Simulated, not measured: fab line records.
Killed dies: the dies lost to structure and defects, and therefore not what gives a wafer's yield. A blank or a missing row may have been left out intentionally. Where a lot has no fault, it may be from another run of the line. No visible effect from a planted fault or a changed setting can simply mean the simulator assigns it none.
The tool behind it: which one?	flow gf180mcu	72 wafers from 24 lots sampled at 5 of the route's 602 steps

WHAT THE GAUGES SHOWED, per wafer
GF_V2_THK_MEAS_03.
lot	measured	on	V2_CVD_02_THK (nm)
L074	day 19 02:19	filmMetro-01	841 846 849
L075	day 19 13:09	filmMetro-04	838 857 848
L076	day 19 16:11	filmMetro-02	854 846 846
L077	day 20 07:33	filmMetro-02	845 841 851
L078	day 20 16:29	filmMetro-02	840 843 845
L079	day 21 03:49	filmMetro-04	857 858 846
L080	day 21 17:52	filmMetro-01	842 848 872
L081	day 22 02:55	filmMetro-01	848 843 844
L082	day 22 06:26	filmMetro-02	847 866 841
L083	day 22 21:46	filmMetro-04	855 836 854
L084	day 23 00:47	filmMetro-04	847 856 868
L085	day 23 10:13	filmMetro-02	839 850 867
L086	day 23 21:11	filmMetro-02	854 863 869
L087	day 23 23:44	filmMetro-01	847 831 858
L088	day 24 10:44	filmMetro-02	844 845 862
L089	day 24 15:38	filmMetro-04	831 844 849
L090	day 24 21:20	filmMetro-02	838 834 868
L091	day 25 04:10	filmMetro-02	883 861 875
L092	day 25 10:07	filmMetro-04	834 848 851
L093	day 25 17:33	filmMetro-01	841 852 855
L094	day 25 21:29	filmMetro-02	847 857 864
L095	day 26 06:26	filmMetro-01	848 865 846
L096	day 26 15:21	filmMetro-04	848 838 859
L097	day 26 17:42	filmMetro-04	855 852 862

GF_V2_THK_MEAS_25: measures by xrf.
lot	measured	on	V2_W_THK (nm)
L074	day 20 05:25	filmMetro-04	341 331 337
L075	day 20 15:35	filmMetro-02	346 341 347
L076	day 20 18:26	filmMetro-04	339 334 340
L077	day 21 10:29	filmMetro-02	339 334 335
L078	day 21 18:17	filmMetro-02	345 341 345
L079	day 22 05:14	filmMetro-01	331 345 333
L080	day 22 18:35	filmMetro-01	333 340 334
L081	day 23 03:44	filmMetro-01	340 333 342
L082	day 23 07:01	filmMetro-01	337 344 341
L083	day 23 22:17	filmMetro-01	345 344 336
L084	day 24 01:11	filmMetro-01	341 343 337
L085	day 24 10:16	filmMetro-01	344 340 339
L086	day 24 20:47	filmMetro-04	341 327 335
L087	day 24 23:17	filmMetro-02	341 333 336
L088	day 25 09:31	filmMetro-02	335 341 343
L089	day 25 14:20	filmMetro-02	334 333 340
L090	day 25 20:05	filmMetro-04	330 339 336
L091	day 26 02:54	filmMetro-01	335 345 335
L092	day 26 08:41	filmMetro-01	341 337 345
L093	day 26 15:52	filmMetro-04	332 336 329
L094	day 26 20:20	filmMetro-01	347 347 336
L095	day 27 05:15	filmMetro-04	332 333 332
L096	day 27 13:36	filmMetro-02	338 343 339
L097	day 27 15:37	filmMetro-04	344 338 338

GF_M3_OVL_MEAS_15.
lot	measured	on	M3_OVL (nm)
L074	day 21 07:09	overlay-02	8 11 9
L075	day 21 16:41	overlay-01	7 3 15
L076	day 21 20:25	overlay-02	2 5 8
L077	day 22 11:08	overlay-01	1 4 10
L078	day 22 18:44	overlay-01	12 8 11
L079	day 23 05:00	overlay-02	13 15 16
L080	day 23 18:17	overlay-01	13 11 10
L081	day 24 02:59	overlay-01	11 9 5
L082	day 24 06:16	overlay-01	7 13 7
L083	day 24 21:03	overlay-01	2 3 -2
L084	day 24 23:57	overlay-01	11 -1 7
L085	day 25 08:21	overlay-01	4 8 18
L086	day 25 18:38	overlay-02	2 0 2
L087	day 25 21:47	overlay-02	-1 6 4
L088	day 26 07:23	overlay-01	2 6 4
L089	day 26 11:48	overlay-01	5 3 9
L090	day 26 18:00	overlay-02	9 11 -1
L091	day 27 00:25	overlay-01	12 12 6
L092	day 27 06:26	overlay-01	4 6 12
L093	day 27 13:13	overlay-01	-4 3 7
L094	day 27 17:12	overlay-01	3 4 3
L095	day 28 01:46	overlay-01	6 0 1
L096	day 28 09:44	overlay-02	-2 -4 7
L097	day 28 12:00	overlay-02	12 6 2

TOOL THAT RAN EACH LOT (tool first, then ch and the chambers of the sampled wafers, then the start)
lot	GF_HV_LDD_STRIP_37	GF_M2_SPUTTER_02
L074	plasmaAsher-01 ch 0,1, day 11 15:30	pvdSputter-01, day 18 01:10
L075	plasmaAsher-01 ch 0,1, day 11 21:20	pvdSputter-03, day 18 11:37
L076	plasmaAsher-02 ch 0,1, day 11 22:59	pvdSputter-02, day 18 13:45
L077	plasmaAsher-01 ch 0, day 12 12:59	pvdSputter-01, day 19 04:55
L078	plasmaAsher-04 ch 0,1, day 12 19:08	pvdSputter-03, day 19 14:02
L079	plasmaAsher-02 ch 0,1, day 13 04:08	pvdSputter-03, day 20 01:39
L080	plasmaAsher-02 ch 0,1, day 13 17:06	pvdSputter-02, day 20 16:36
L081	plasmaAsher-02 ch 0,1, day 14 00:14	pvdSputter-01, day 21 00:43
L082	plasmaAsher-02 ch 0,1, day 14 04:02	pvdSputter-02, day 21 05:23
L083	plasmaAsher-01 ch 0,1, day 14 13:05	pvdSputter-01, day 21 20:55
L084	plasmaAsher-04 ch 0, day 14 19:50	pvdSputter-02, day 22 00:19
L085	plasmaAsher-01 ch 0,1, day 15 00:05	pvdSputter-01, day 22 10:40
L086	plasmaAsher-04 ch 1, day 15 10:35	pvdSputter-02, day 22 21:14
L087	plasmaAsher-01 ch 0,1, day 15 12:14	pvdSputter-02, day 23 00:05
L088	plasmaAsher-01 ch 0,1, day 15 22:29	pvdSputter-02, day 23 11:34
L089	plasmaAsher-01 ch 0,1, day 16 03:08	pvdSputter-02, day 23 16:07
L090	plasmaAsher-01 ch 0,1, day 16 11:41	pvdSputter-03, day 23 21:54
L091	plasmaAsher-01 ch 0,1, day 16 19:40	pvdSputter-02, day 24 05:30
L092	plasmaAsher-01 ch 0,1, day 17 01:50	pvdSputter-02, day 24 11:59
L093	plasmaAsher-04 ch 0,1, day 17 09:05	pvdSputter-01, day 24 18:55
L094	plasmaAsher-01 ch 0,1, day 17 16:05	pvdSputter-01, day 24 23:16
L095	plasmaAsher-02 ch 0,1, day 18 00:32	pvdSputter-01, day 25 08:36
L096	plasmaAsher-02 ch 0,1, day 18 09:05	pvdSputter-01, day 25 16:57
L097	plasmaAsher-02 ch 0,1, day 18 12:55	pvdSputter-03, day 25 19:59
- GF_HV_LDD_STRIP_37: strips in O2/N2.
- GF_M2_SPUTTER_02: material AlCu, target thk 450 nm, time 23.9 s.

AS READ BY THE TOOLS THEMSELVES (means over the sampled wafers that have a number; for cases with no such wafer, the mark the record gives instead)
GF_HV_LDD_STRIP_37.
lot	tool	drypumpMotorCurrentA (A)	heaterPowerW (W)	oesProductAu (a.u.)	stripTimeToEndpointS (s)
L074	plasmaAsher-01	5.4	335	0.713	12.62
L075	plasmaAsher-01	5.4	336	0.722	12.63
L076	plasmaAsher-02	5.9	324	0.716	12.67
L077	plasmaAsher-01	5.6	340	0.717	12.65
L078	plasmaAsher-04	6.2	346	0.713	12.69
L079	plasmaAsher-02	5.9	328	0.711	12.65
L080	plasmaAsher-02	5.9	329	0.717	12.57
L081	plasmaAsher-02	6.2	347	0.714	12.58
L082	plasmaAsher-02	6.2	342	0.714	12.62
L083	plasmaAsher-01	5.4	339	0.716	12.70
L084	plasmaAsher-04	6.3	350	0.719	12.64
L085	plasmaAsher-01	5.2	343	0.715	12.59
L086	plasmaAsher-04	5.9	342	0.718	12.64
L087	plasmaAsher-01	5.2	344	0.718	12.61
L088	plasmaAsher-01	5.2	342	0.718	12.61
L089	plasmaAsher-01	5.2	342	0.719	12.66
L090	plasmaAsher-01	5.2	344	0.711	12.60
L091	plasmaAsher-01	5.4	339	0.717	12.67
L092	plasmaAsher-01	5.4	336	0.715	12.60
L093	plasmaAsher-04	6.0	346	0.715	12.67
L094	plasmaAsher-01	5.4	336	0.709	12.69
L095	plasmaAsher-02	6.2	340	0.715	12.66
L096	plasmaAsher-02	5.8	327	0.718	12.61
L097	plasmaAsher-02	6.2	351	0.713	12.66

GF_M2_SPUTTER_02.
lot	tool	throttleValvePct (%)
L074	pvdSputter-01	29.8
L075	pvdSputter-03	29.6
L076	pvdSputter-02	30.5
L077	pvdSputter-01	30.4
L078	pvdSputter-03	29.6
L079	pvdSputter-03	29.4
L080	pvdSputter-02	30.5
L081	pvdSputter-01	31.0
L082	pvdSputter-02	29.6
L083	pvdSputter-01	30.4
L084	pvdSputter-02	29.8
L085	pvdSputter-01	30.4
L086	pvdSputter-02	30.7
L087	pvdSputter-02	30.0
L088	pvdSputter-02	30.5
L089	pvdSputter-02	29.5
L090	pvdSputter-03	29.9
L091	pvdSputter-02	29.7
L092	pvdSputter-02	30.7
L093	pvdSputter-01	30.5
L094	pvdSputter-01	30.3
L095	pvdSputter-01	30.2
L096	pvdSputter-01	30.3
L097	pvdSputter-03	29.8

THE ANSWER, worked out from the rows above alone
Rule: the lots themselves supply what counts as usual. The widest of any qualifying gaps counts: lots, ordered by their means at a reading, are off when they make up no more than a third of the lots, leave a main group of 4 or more, and stand apart from it by 3 or more times the standard deviation of that group's means. If all means in a main group match to the digits the tables above print for the reading, that group is not used. Also off: a lot with no number at a reading for which 4 or more lots have one. The other lots that the step has rows for count as sound. The gauges are gone through in route order, then the tools' own readings, and for those a lot's mean is taken as printed above. The first step at which some lot is off is used, and at that step the reading that is off furthest; a lot without a number counts as furthest.
No lot is off on any of the readings shown, so nothing can be concluded from this.

WHAT THE SIMULATOR PUT IN
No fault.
